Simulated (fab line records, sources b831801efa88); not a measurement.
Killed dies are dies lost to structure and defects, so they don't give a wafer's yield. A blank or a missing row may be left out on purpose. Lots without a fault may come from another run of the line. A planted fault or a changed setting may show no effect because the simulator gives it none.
One fault seen from 2 desks | flow sky130 | each desk has only its own numbers; what lay behind them comes last

THE TOOL OWNER'S DESK: cvd_w-01
The tool's own readings at SKY_VIA2_CVD_21 (deposits W, target thk 420 nm, time 126.4 s): means of the sampled wafers that have a number, for each lot that ran on this tool. A lot is out of limits, marked OUT, if its mean lies more than 4 standard deviations from the usual mean; the brackets give that distance.
Columns: A = heater_power_w at SKY_VIA2_CVD_21, usual 898 W
lot  | first seen here | A
L938 | day 36 15:43    | 907
L939 | day 36 23:25    | 892
L941 | day 37 08:50    | 950
L942 | day 37 21:03    | 952
L946 | day 38 21:34    | 953
L948 | day 39 13:55    | 956
L949 | day 40 06:29    | 953
L959 | day 42 16:29    | 904
This desk's finding: nothing out of limits on any of the 8 lots.

THE METROLOGY DESK
What the gauges read, lot by lot, whatever tool the lot ran on: means of the sampled wafers that have a number. A lot is out of limits, marked OUT, if its mean lies more than 4 standard deviations from the usual mean; the brackets give that distance.
Columns: A = VIA4_OVL at SKY_VIA4_OVL_MEAS_11, usual -1.9 nm
lot  | first seen here | A
L938 | day 43 01:59    | 1.5
L939 | day 43 10:23    | -4.2
L940 | day 43 11:16    | 0.4
L941 | day 43 18:01    | -2.5
L942 | day 44 02:04    | -0.9
L946 | day 45 00:34    | -1.4
L948 | day 45 15:10    | -1.2
L950 | day 46 03:53    | -0.8
L949 | day 46 04:11    | -2.0
L952 | day 46 15:14    | -3.9
L958 | day 48 02:22    | -2.5
L959 | day 48 07:35    | -1.3
This desk's finding: nothing out of limits on any of the 12 lots.

PUT TOGETHER
The tool owner's desk saw nothing out of limits.
The metrology desk saw nothing out of limits.

WHAT THE SIMULATOR HAD PUT IN
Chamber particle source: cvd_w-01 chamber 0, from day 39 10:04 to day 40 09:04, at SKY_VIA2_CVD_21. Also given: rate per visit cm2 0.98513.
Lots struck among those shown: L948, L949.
